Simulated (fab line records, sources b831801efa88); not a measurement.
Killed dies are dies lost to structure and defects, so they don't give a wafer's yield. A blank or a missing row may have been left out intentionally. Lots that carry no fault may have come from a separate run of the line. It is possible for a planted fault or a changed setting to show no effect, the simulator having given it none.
fab line records	flow sky130
[record] lots = 7	wafers = 21	last-day = 51
route steps=708 shown SD_P@327 RES_XHIGH@332 SD_N@342
lots that met no fault: from a run of the same line without faults
start-h: the number of hours between the record's first day and the start of the first shown wafer of the lot	wait-h: how many hours have passed since the lot's step before this one	" identical to the entry in the row above	L1.1+2: a single row standing in for several wafers	- value missing, or start not given	* or withheld: withheld	< > ~ a bound
route shown NAME@n: a module of which the file shows steps, and the number in the route of the first	usual: mean/standard deviation of fault-free wafers	same: alike in all rows	chamber/n: place in a boat	sites: readings site by site	_std_site: their standard deviation	_edge_site: inner sites' mean taken away from outer sites' mean	radius-mm: how far each site lies from the wafer's centre	mask NAME#n: copy n	behind: the last tool/chamber to shape the wafer	hold: why the lot was held/for how many hours/how that ended	device: the n, p or np transistor that did not switch	end of line: the same wafers' tests at the end of the route	where a step has no rows: the recipe by itself	killed: the dies lost at the first sort to structure and to defects; this is not the yield of the wafer	map: a wafer's dies, marking killed ones x, the rest . and places with no die _
set.NAME: the setting as run; set.NAME@STEP: as run at that earlier step	model.NAME: the simulator's own value behind a step, which no gauge read
lots at selected steps of the route; one table per step, one row per wafer
services: the hour from which a tool's chamber was out of use, counted from the record's first day as start-h (under 0 if before that day), plus the number of hours and why
[[steps]]
[step SKY_SD_P_CD_MEAS_07]
[recipe] target-cd-nm = 380
[usual] cd-nm = 380/3
lot.wafer	tool	chamber	start-h	wait-h	cd-nm
L397.1	cd-sem-02	-	649.66	0.1	374
L397.2	"	-	"	"	377
L397.4	"	-	"	"	375
L404.1	cd-sem-01	-	702.23	0.1	377
L404.4	"	-	"	"	377
L404.5	"	-	"	"	377
L405.1	cd-sem-01	-	724.21	0.1	382
L405.3	"	-	"	"	383
L405.4	"	-	"	"	381
L406.1	cd-sem-01	-	731.98	0.1	376
L406.5	"	-	"	"	373
L406.6	"	-	"	"	376
L407.1	cd-sem-02	-	736.78	0.1	383
L407.4	"	-	"	"	381
L407.6	"	-	"	"	382
L411.2	cd-sem-01	-	759.00	0.1	379
L411.3	"	-	"	"	378
L411.4	"	-	"	"	381
L412.3	cd-sem-01	-	816.36	0.1	381
L412.4	"	-	"	"	378
L412.5	"	-	"	"	381
[step SKY_SD_P_OVL_MEAS_08]
[usual] SD_P_OVL = 1.7/1.4
lot.wafer	tool	chamber	start-h	wait-h	SD_P_OVL[nm]
L397.1	overlay-01	-	649.78	0.1	0.6
L397.2	"	-	"	"	-0.5
L397.4	"	-	"	"	0.4
L404.1	overlay-01	-	702.35	0.1	2.1
L404.4	"	-	"	"	1.6
L404.5	"	-	"	"	0.7
L405.1	overlay-01	-	724.33	0.1	0.0
L405.3	"	-	"	"	0.1
L405.4	"	-	"	"	1.2
L406.1	overlay-02	-	732.10	0.1	2.6
L406.5	"	-	"	"	1.1
L406.6	"	-	"	"	1.9
L407.1	overlay-02	-	736.90	0.1	1.2
L407.4	"	-	"	"	1.4
L407.6	"	-	"	"	2.9
L411.2	overlay-01	-	759.10	0.1	0.5
L411.3	"	-	"	"	-0.2
L411.4	"	-	"	"	0.8
L412.3	overlay-02	-	816.45	0.1	2.7
L412.4	"	-	"	"	3.6
L412.5	"	-	"	"	3.4
[step SKY_SD_P_IMPLANT_09]
[recipe] species = BF2	energy-kev = 20	dose-cm2 = 3e+15	tilt-deg = 0
[step SKY_SD_P_STRIP_10]
[recipe] chemistry = O2/N2	power-w = 1400	pressure-mtorr = 1500	platen-temp-c = withheld	o2-flow-sccm = 3000	n2-flow-sccm = 300	overash-fraction = 0.5
[usual] drypump-motor-current-A = 6.0/0.34	oes-product-au = 0.618/0.0044	strip-time-to-endpoint-s = 17.50/0.037
lot.wafer	tool	chamber	start-h	wait-h	drypump-motor-current-A	oes-product-au	rf-hours-counter-h	strip-time-to-endpoint-s
L397.1	plasma-asher-03	1	649.97	0.1	6.5	0.618	90	17.48
L397.2	"	0	"	"	5.4	0.616	90	17.48
L397.4	"	1	"	"	6.4	0.615	-	17.49
L404.1	plasma-asher-03	0	702.53	0.1	5.4	0.620	96	17.50
L404.4	"	1	"	"	6.5	0.623	-	17.47
L404.5	"	1	"	"	6.4	0.611	-	17.50
L405.1	plasma-asher-01	1	724.52	0.1	5.6	0.614	28	17.50
L405.3	"	0	"	"	6.2	0.617	-	17.48
L405.4	"	1	"	"	5.6	0.622	-	17.48
L406.1	plasma-asher-03	0	732.29	0.1	5.4	0.616	99	17.50
L406.5	"	1	"	"	6.5	0.614	-	17.53
L406.6	"	0	"	"	5.4	0.610	-	17.51
L407.1	plasma-asher-02	0	737.09	0.1	6.1	0.615	93	17.49
L407.4	"	0	"	"	6.1	0.622	-	17.51
L407.6	"	0	"	"	6.1	0.617	-	17.46
L411.2	plasma-asher-02	0	759.28	0.1	6.1	0.620	95	17.48
L411.3	"	0	"	"	6.1	0.615	-	17.43
L411.4	"	1	"	"	6.3	0.619	-	17.45
L412.3	plasma-asher-02	1	816.65	0.1	6.2	0.619	-	17.50
L412.4	"	0	"	"	6.1	0.617	-	17.53
L412.5	"	0	"	"	6.1	0.613	-	17.55
[step SKY_SD_P_TW_MEAS_11]
[usual] SD_P_TW = 2835/14
lot.wafer	tool	chamber	start-h	wait-h	SD_P_TW
L397.1	film-metro-01	-	650.07	0.1	2853
L397.2	"	-	"	"	2843
L397.4	"	-	"	"	2845
L404.1	film-metro-02	-	702.63	0.1	2848
L404.4	"	-	"	"	2823
L404.5	"	-	"	"	2838
L405.1	film-metro-02	-	724.62	0.1	2845
L405.3	"	-	"	"	2869
L405.4	"	-	"	"	2847
L406.1	film-metro-01	-	732.39	0.1	2852
L406.5	"	-	"	"	2843
L406.6	"	-	"	"	2837
L407.1	film-metro-01	-	737.19	0.1	2836
L407.4	"	-	"	"	2834
L407.6	"	-	"	"	2854
L411.2	film-metro-01	-	759.39	0.1	2837
L411.3	"	-	"	"	2838
L411.4	"	-	"	"	2841
L412.3	film-metro-04	-	816.74	0.1	2817
L412.4	"	-	"	"	2822
L412.5	"	-	"	"	2834
[step SKY_RES_XHIGH_DEHYDRATE_00]
[recipe] temp-c = 200	time-s = 60
[step SKY_RES_XHIGH_HMDS_01]
[recipe] prime-time-s = 60	prime-temp-c = 120
[step SKY_RES_XHIGH_COAT_02]
[recipe] resist = NOVOLAK	spin-rpm = 3000	resist-thk-nm = 1140
[step SKY_RES_XHIGH_SOFTBAKE_03]
[recipe] temp-c = 90	time-s = 60	resist = NOVOLAK
[step SKY_RES_XHIGH_EXPOSE_04]
[recipe] mask-id = URPM	na = 0.6	source-shape = conventional	sigma-outer = 0.6	polarization = unpolarized	target-cd-nm = 1270	dose-mj = 140
[step SKY_RES_XHIGH_PEB_05]
[recipe] temp-c = withheld	time-s = *	resist = NOVOLAK
[step SKY_RES_XHIGH_DEVELOP_06]
[recipe] resist = NOVOLAK	developer = TMAH	develop-time-s = 60	dev-temp-c = 23.46
[step SKY_RES_XHIGH_IMPLANT_07]
[recipe] species = BF2	energy-kev = 20	dose-cm2 = 3.6e+14	tilt-deg = 0
[usual] beam-energy-keV = 19.999/0.0055	beam-on-s = 36/5.2	faraday-current-uA = 571/81
lot.wafer	tool	chamber	start-h	wait-h	beam-energy-keV	beam-on-s	faraday-current-uA
L397.1	implanter-04	0	678.21	0.1	19.999	30	672
L397.2	"	0	"	"	19.995	31	661
L397.4	"	0	"	"	20.006	31	661
L404.1	implanter-01	0	730.43	0.1	19.998	36	563
L404.4	"	0	"	"	19.995	36	566
L404.5	"	0	"	"	19.991	36	560
L405.1	implanter-01	-	751.43	0.1	-	-	-
L405.3	"	-	"	"	-	-	-
L405.4	"	-	"	"	-	-	-
L406.1	implanter-01	-	759.16	0.1	-	-	-
L406.5	"	-	"	"	-	-	-
L406.6	"	-	"	"	-	-	-
L407.1	implanter-04	-	765.61	0.1	-	-	-
L407.4	"	-	"	"	-	-	-
L407.6	"	-	"	"	-	-	-
L411.2	implanter-04	0	785.65	0.1	19.999	30	679
L411.3	"	0	"	"	19.991	31	661
L411.4	"	0	"	"	20.002	29	691
L412.3	implanter-04	0	842.91	0.1	20.000	30	673
L412.4	"	0	"	"	20.002	31	665
L412.5	"	0	"	"	20.008	30	681
[step SKY_RES_XHIGH_STRIP_08]
[recipe] chemistry = O2/N2	power-w = 1400	pressure-mtorr = 1500	platen-temp-c = withheld	o2-flow-sccm = 3000	n2-flow-sccm = 300	overash-fraction = 0.5
[usual] drypump-motor-current-A = 5.8/0.43	oes-product-au = 0.711/0.0042	strip-time-to-endpoint-s = 14.29/0.044
lot.wafer	tool	chamber	start-h	wait-h	drypump-motor-current-A	oes-product-au	rf-hours-counter-h	strip-time-to-endpoint-s
L397.1	plasma-asher-04	1	678.36	0.1	5.6	0.710	56	14.24
L397.2	"	0	"	"	5.1	0.711	56	14.24
L397.4	"	0	"	"	5.1	0.708	-	14.26
L404.1	plasma-asher-01	1	730.58	0.1	5.6	0.705	29	14.34
L404.4	"	1	"	"	5.6	0.716	-	14.33
L404.5	"	0	"	"	6.3	0.713	-	14.36
L405.1	plasma-asher-02	0	751.58	0.1	6.1	0.721	94	14.23
L405.3	"	1	"	"	6.3	0.719	-	14.22
L405.4	"	0	"	"	6.1	0.720	-	14.20
L406.1	plasma-asher-04	0	759.31	0.1	5.1	0.714	63	14.23
L406.5	"	1	"	"	5.6	0.714	-	14.25
L406.6	"	0	"	"	5.1	0.719	-	14.25
L407.1	plasma-asher-02	0	765.76	0.1	6.1	0.721	95	14.24
L407.4	"	0	"	"	6.0	0.713	-	14.18
L407.6	"	1	"	"	6.2	0.711	-	14.18
L411.2	plasma-asher-02	1	785.78	0.1	6.3	0.712	98	14.31
L411.3	"	1	"	"	6.3	0.709	-	14.38
L411.4	"	0	"	"	6.1	0.708	-	14.38
L412.3	plasma-asher-02	0	843.05	0.1	6.1	0.716	-	14.23
L412.4	"	1	"	"	6.3	0.708	-	14.25
L412.5	"	0	"	"	6.1	0.718	-	14.25
[step SKY_RES_XHIGH_TW_MEAS_09]
[usual] RES_XHIGH_TW = 1641/8.8
lot.wafer	tool	chamber	start-h	wait-h	RES_XHIGH_TW
L397.1	film-metro-01	-	678.46	0.1	1646
L397.2	"	-	"	"	1633
L397.4	"	-	"	"	1638
L404.1	film-metro-04	-	730.68	0.1	1625
L404.4	"	-	"	"	1627
L404.5	"	-	"	"	1632
L405.1	film-metro-01	-	751.68	0.1	30
L405.3	"	-	"	"	30
L405.4	"	-	"	"	30
L406.1	film-metro-02	-	759.41	0.1	30
L406.5	"	-	"	"	30
L406.6	"	-	"	"	30
L407.1	film-metro-01	-	765.86	0.1	30
L407.4	"	-	"	"	30
L407.6	"	-	"	"	30
L411.2	film-metro-02	-	785.89	0.1	1643
L411.3	"	-	"	"	1642
L411.4	"	-	"	"	1643
L412.3	film-metro-04	-	843.13	0.1	1638
L412.4	"	-	"	"	1636
L412.5	"	-	"	"	1628
[step SKY_SD_N_DEHYDRATE_00]
[recipe] temp-c = 200	time-s = 60
[step SKY_SD_N_HMDS_01]
[recipe] prime-time-s = 60	prime-temp-c = 120
[step SKY_SD_N_COAT_02]
[recipe] resist = NOVOLAK	spin-rpm = 3000	resist-thk-nm = 1140
[step SKY_SD_N_SOFTBAKE_03]
[recipe] temp-c = 90	time-s = 60	resist = NOVOLAK
[step SKY_SD_N_EXPOSE_04]
[recipe] mask-id = NSDM	na = 0.6	source-shape = conventional	sigma-outer = 0.6	polarization = unpolarized	target-cd-nm = 380	dose-mj = 141
[step SKY_SD_N_PEB_05]
[recipe] temp-c = withheld	time-s = *	resist = NOVOLAK
[step SKY_SD_N_DEVELOP_06]
[recipe] resist = NOVOLAK	developer = TMAH	develop-time-s = 60	dev-temp-c = 23
[step SKY_SD_N_CD_MEAS_07]
[recipe] target-cd-nm = 380
[usual] cd-nm = 379.8/2.9
lot.wafer	tool	chamber	start-h	wait-h	cd-nm
L397.1	cd-sem-01	-	706.96	0.1	381.9
L397.2	"	-	"	"	381.9
L397.4	"	-	"	"	383.0
L404.1	cd-sem-02	-	757.63	0.1	377.2
L404.4	"	-	"	"	377.6
L404.5	"	-	"	"	379.3
L405.1	cd-sem-02	-	778.13	0.1	382.9
L405.3	"	-	"	"	382.6
L405.4	"	-	"	"	384.5
L406.1	cd-sem-02	-	786.02	0.1	378.6
L406.5	"	-	"	"	380.8
L406.6	"	-	"	"	378.3
L407.1	cd-sem-01	-	791.97	0.1	373.9
L407.4	"	-	"	"	377.0
L407.6	"	-	"	"	375.3
L411.2	cd-sem-02	-	812.78	0.1	376.8
L411.3	"	-	"	"	375.8
L411.4	"	-	"	"	375.9
L412.3	cd-sem-02	-	868.61	0.1	383.2
L412.4	"	-	"	"	382.4
L412.5	"	-	"	"	381.8
[step SKY_SD_N_OVL_MEAS_08]
[usual] SD_N_OVL = 0.3/1.2
lot.wafer	tool	chamber	start-h	wait-h	SD_N_OVL[nm]
L397.1	overlay-02	-	707.08	0.1	1.8
L397.2	"	-	"	"	1.1
L397.4	"	-	"	"	0.8
L404.1	overlay-02	-	757.75	0.1	0.2
L404.4	"	-	"	"	1.2
L404.5	"	-	"	"	-0.5
L405.1	overlay-02	-	778.25	0.1	-0.2
L405.3	"	-	"	"	0.2
L405.4	"	-	"	"	1.4
L406.1	overlay-02	-	786.14	0.1	-0.1
L406.5	"	-	"	"	-0.3
L406.6	"	-	"	"	0.7
L407.1	overlay-02	-	792.09	0.1	0.3
L407.4	"	-	"	"	-1.1
L407.6	"	-	"	"	-2.6
L411.2	overlay-02	-	812.89	0.1	-2.1
L411.3	"	-	"	"	1.5
L411.4	"	-	"	"	-1.1
L412.3	overlay-01	-	868.70	0.1	-1.7
L412.4	"	-	"	"	-1.1
L412.5	"	-	"	"	-0.5
[step SKY_SD_N_IMPLANT_09]
[recipe] species = As	energy-kev = 50	dose-cm2 = 4e+15	tilt-deg = 0
[step SKY_SD_N_IMPLANT_10]
[recipe] species = P	energy-kev = 20	dose-cm2 = 1e+14	tilt-deg = 0
[step SKY_SD_N_STRIP_11]
[recipe] chemistry = O2/N2	power-w = 1400	pressure-mtorr = 1500	platen-temp-c = withheld	o2-flow-sccm = 3000	n2-flow-sccm = 300	overash-fraction = 0.5
[usual] drypump-motor-current-A = 5.8/0.48	oes-product-au = 0.528/0.0045	strip-time-to-endpoint-s = 22.57/0.046
lot.wafer	tool	chamber	start-h	wait-h	drypump-motor-current-A	oes-product-au	rf-hours-counter-h	strip-time-to-endpoint-s
L397.1	plasma-asher-04	1	707.42	0.1	5.6	0.528	59	22.58
L397.2	"	0	"	"	5.1	0.530	59	22.59
L397.4	"	1	"	"	5.6	0.525	-	22.56
L404.1	plasma-asher-04	1	758.09	0.1	5.6	0.526	63	22.62
L404.4	"	1	"	"	5.6	0.528	-	22.64
L404.5	"	0	"	"	5.1	0.529	-	22.62
L405.1	plasma-asher-02	1	778.59	0.1	6.3	0.519	97	22.62
L405.3	"	1	"	"	6.2	0.531	-	22.62
L405.4	"	0	"	"	6.1	0.525	-	22.58
L406.1	plasma-asher-04	0	786.47	0.1	5.1	0.529	66	22.59
L406.5	"	1	"	"	5.6	0.535	-	22.64
L406.6	"	0	"	"	5.0	0.523	-	22.62
L407.1	plasma-asher-02	0	792.42	0.1	6.1	0.529	98	22.57
L407.4	"	0	"	"	6.1	0.528	-	22.56
L407.6	"	1	"	"	6.2	0.527	-	22.62
L411.2	plasma-asher-03	1	813.22	0.1	6.5	0.531	5	22.60
L411.3	"	0	"	"	5.5	0.522	-	22.61
L411.4	"	1	"	"	6.4	0.522	-	22.61
L412.3	plasma-asher-04	0	869.05	0.1	5.1	0.523	-	22.55
L412.4	"	1	"	"	5.6	0.523	-	22.56
L412.5	"	1	"	"	5.6	0.533	-	22.58
[step SKY_SD_N_TW_MEAS_12]
[usual] SD_N_TW = 3990/24
lot.wafer	tool	chamber	start-h	wait-h	SD_N_TW
L397.1	film-metro-02	-	707.52	0.1	4014
L397.2	"	-	"	"	4004
L397.4	"	-	"	"	4002
L404.1	film-metro-02	-	758.19	0.1	3980
L404.4	"	-	"	"	3995
L404.5	"	-	"	"	3989
L405.1	film-metro-04	-	778.69	0.1	3986
L405.3	"	-	"	"	3986
L405.4	"	-	"	"	3956
L406.1	film-metro-04	-	786.57	0.1	3966
L406.5	"	-	"	"	3956
L406.6	"	-	"	"	3965
L407.1	film-metro-02	-	792.52	0.1	3994
L407.4	"	-	"	"	3987
L407.6	"	-	"	"	3962
L411.2	film-metro-01	-	813.33	0.1	4009
L411.3	"	-	"	"	3991
L411.4	"	-	"	"	3988
L412.3	film-metro-02	-	869.14	0.1	3995
L412.4	"	-	"	"	4001
L412.5	"	-	"	"	3999
[step SKY_SD_N_CLEAN_13]
[recipe] chemistry = SC1/SC2	mix = 1:4:20	temp-c = 70	time-s = 150	dry = n2-spin
[step SKY_SD_N_RTA_14]
[recipe] temp-c = 1075	time-s = 2	idle-temp-c = 650	ramp-up-c-per-s = 150	ramp-down-c-per-s = 90	ambient = N2
[usual] lamp-power-pct = 15.74/0.049	wafer_temp_C_max = 1078.1/1.5
lot.wafer	tool	chamber	start-h	wait-h	lamp-power-pct	wafer_temp_C_max
L397.1	rtp-anneal-01	0	707.63	0.0	15.77	1076.7
L397.2	"	0	"	"	15.81	1077.9
L397.4	"	0	"	"	15.79	1078.5
L404.1	rtp-anneal-02	0	758.30	0.0	15.68	1079.0
L404.4	"	0	"	"	15.80	1077.8
L404.5	"	0	"	"	15.72	1077.8
L405.1	rtp-anneal-01	0	778.80	0.0	15.84	1079.0
L405.3	"	0	"	"	15.81	1080.0
L405.4	"	0	"	"	15.72	1077.1
L406.1	rtp-anneal-02	0	786.69	0.0	15.80	1077.1
L406.5	"	0	"	"	15.82	1078.5
L406.6	"	0	"	"	15.77	1076.9
L407.1	rtp-anneal-01	0	792.63	0.0	15.78	1078.4
L407.4	"	0	"	"	15.75	1077.5
L407.6	"	0	"	"	15.74	1078.1
L411.2	rtp-anneal-01	0	813.44	0.0	15.69	1076.8
L411.3	"	0	"	"	15.76	1080.8
L411.4	"	0	"	"	15.71	1076.7
L412.3	rtp-anneal-02	0	869.25	0.0	15.70	1077.5
L412.4	"	0	"	"	15.79	1077.2
L412.5	"	0	"	"	15.72	1078.1
[step SKY_SD_N_RS_MEAS_16]
[recipe] thk-meas-gauge = four-point-probe
[usual] SD_N_RS = 68.56/0.13
lot.wafer	tool	chamber	start-h	wait-h	SD_N_RS[ohm/sq]
L397.1	film-metro-02	-	707.80	0.1	68.62
L397.2	"	-	"	"	68.77
L397.4	"	-	"	"	68.68
L404.1	film-metro-04	-	758.47	0.1	68.65
L404.4	"	-	"	"	68.37
L404.5	"	-	"	"	68.53
L405.1	film-metro-02	-	778.97	0.1	68.54
L405.3	"	-	"	"	68.53
L405.4	"	-	"	"	68.45
L406.1	film-metro-01	-	786.86	0.1	68.58
L406.5	"	-	"	"	68.45
L406.6	"	-	"	"	68.63
L407.1	film-metro-04	-	792.80	0.1	68.34
L407.4	"	-	"	"	68.58
L407.6	"	-	"	"	68.35
L411.2	film-metro-04	-	813.63	0.1	68.30
L411.3	"	-	"	"	68.38
L411.4	"	-	"	"	68.25
L412.3	film-metro-04	-	869.44	0.1	68.56
L412.4	"	-	"	"	68.63
L412.5	"	-	"	"	68.43
[step SKY_SD_N_RS_MEAS_17]
[recipe] thk-meas-gauge = four-point-probe
[usual] SD_P_RS = 147.1/0.44
lot.wafer	tool	chamber	start-h	wait-h	SD_P_RS[ohm/sq]
L397.1	film-metro-02	-	707.92	0.1	147.5
L397.2	"	-	"	"	147.6
L397.4	"	-	"	"	147.7
L404.1	film-metro-04	-	758.59	0.1	147.3
L404.4	"	-	"	"	146.7
L404.5	"	-	"	"	146.6
L405.1	film-metro-02	-	779.09	0.1	147.1
L405.3	"	-	"	"	147.0
L405.4	"	-	"	"	147.5
L406.1	film-metro-01	-	786.98	0.1	146.9
L406.5	"	-	"	"	146.9
L406.6	"	-	"	"	146.8
L407.1	film-metro-04	-	792.92	0.1	146.5
L407.4	"	-	"	"	146.2
L407.6	"	-	"	"	146.4
L411.2	film-metro-04	-	813.75	0.1	146.7
L411.3	"	-	"	"	146.6
L411.4	"	-	"	"	146.5
L412.3	film-metro-04	-	869.56	0.1	146.5
L412.4	"	-	"	"	147.2
L412.5	"	-	"	"	146.8
[step SKY_SD_N_RS_MEAS_18]
[recipe] thk-meas-gauge = four-point-probe
[usual] RES_XHIGH_RS = 333.5/1.1
lot.wafer	tool	chamber	start-h	wait-h	RES_XHIGH_RS[ohm/sq]
L397.1	film-metro-02	-	708.04	0.1	335.4
L397.2	"	-	"	"	335.1
L397.4	"	-	"	"	333.6
L404.1	film-metro-04	-	758.71	0.1	333.8
L404.4	"	-	"	"	333.2
L404.5	"	-	"	"	333.5
L405.1	film-metro-02	-	779.21	0.1	133.2
L405.3	"	-	"	"	132.8
L405.4	"	-	"	"	133.2
L406.1	film-metro-01	-	787.10	0.1	132.9
L406.5	"	-	"	"	132.9
L406.6	"	-	"	"	133.1
L407.1	film-metro-04	-	793.04	0.1	132.7
L407.4	"	-	"	"	132.6
L407.6	"	-	"	"	132.6
L411.2	film-metro-04	-	813.87	0.1	332.3
L411.3	"	-	"	"	332.8
L411.4	"	-	"	"	333.2
L412.3	film-metro-04	-	869.68	0.1	332.5
L412.4	"	-	"	"	331.9
L412.5	"	-	"	"	332.3
[[services]]
tool	chamber	start-h	hours	kind
implanter-01	-	626.43	1.8	repair
implanter-01	-	636.44	6.1	pm
plasma-asher-04	-	655.07	10.0	repair
implanter-01	-	662.59	3.7	repair
plasma-asher-01	-	671.22	15.6	pm
plasma-asher-04	-	733.73	3.3	repair
plasma-asher-03	-	733.75	9.0	pm
plasma-asher-03	0	733.75	9.0	vent-cycle
plasma-asher-03	1	733.75	9.0	vent-cycle
plasma-asher-03	0	742.75	-	clean
plasma-asher-03	1	742.75	-	clean
plasma-asher-03	-	780.13	10.7	pm
plasma-asher-02	-	790.70	1.5	repair
plasma-asher-03	-	794.42	5.7	repair
plasma-asher-04	-	820.76	11.2	pm
[[key]]
[first-sign] step = SKY_RES_XHIGH_IMPLANT_07	reading = tool-record	direction = missing
[effect] step = SKY_RES_XHIGH_TW_MEAS_09	reading = RES_XHIGH_TW	direction = down	sigmas = 99+	usual = 1641	struck = 30
[effect] step = SKY_SD_N_RS_MEAS_18	reading = RES_XHIGH_RS	direction = down	sigmas = 99+	usual = 333.5	struck = 132.9
met-at SKY_RES_XHIGH_IMPLANT_07
struck-wafers L405.1,L405.3,L405.4,L406.1,L406.5,L406.6,L407.1,L407.4,L407.6
later-rows-left-out L405.1,L405.3,L405.4,L406.1,L406.5,L406.6,L407.1,L407.4,L407.6
sort-left-out L405.1,L405.3,L405.4,L406.1,L406.5,L406.6,L407.1,L407.4,L407.6
tester-left-out L405,L406,L407
onset-between 730.43 751.43
[fault] kind = skipped-step-whole	tool = implanter-01,implanter-04	chamber = -	onset-h = 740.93	steps = SKY_RES_XHIGH_IMPLANT_07	scope = struck-lots-only
// tester-left-out: of these lots the tester's yield and bins aren't shown, on N5 and GAA mostly nor the transistor test; their killed dies are dies lost to structure and defects alone, not to doping, threshold or leakage, so they don't give the yield
// sort-left-out: the simulated sort isn't trusted on such a fault, so these wafers' sort isn't shown, and their yield isn't known
// later-rows-left-out: the simulator's readings of these wafers behind a module that went badly wrong aren't trusted and aren't shown, but for the sort
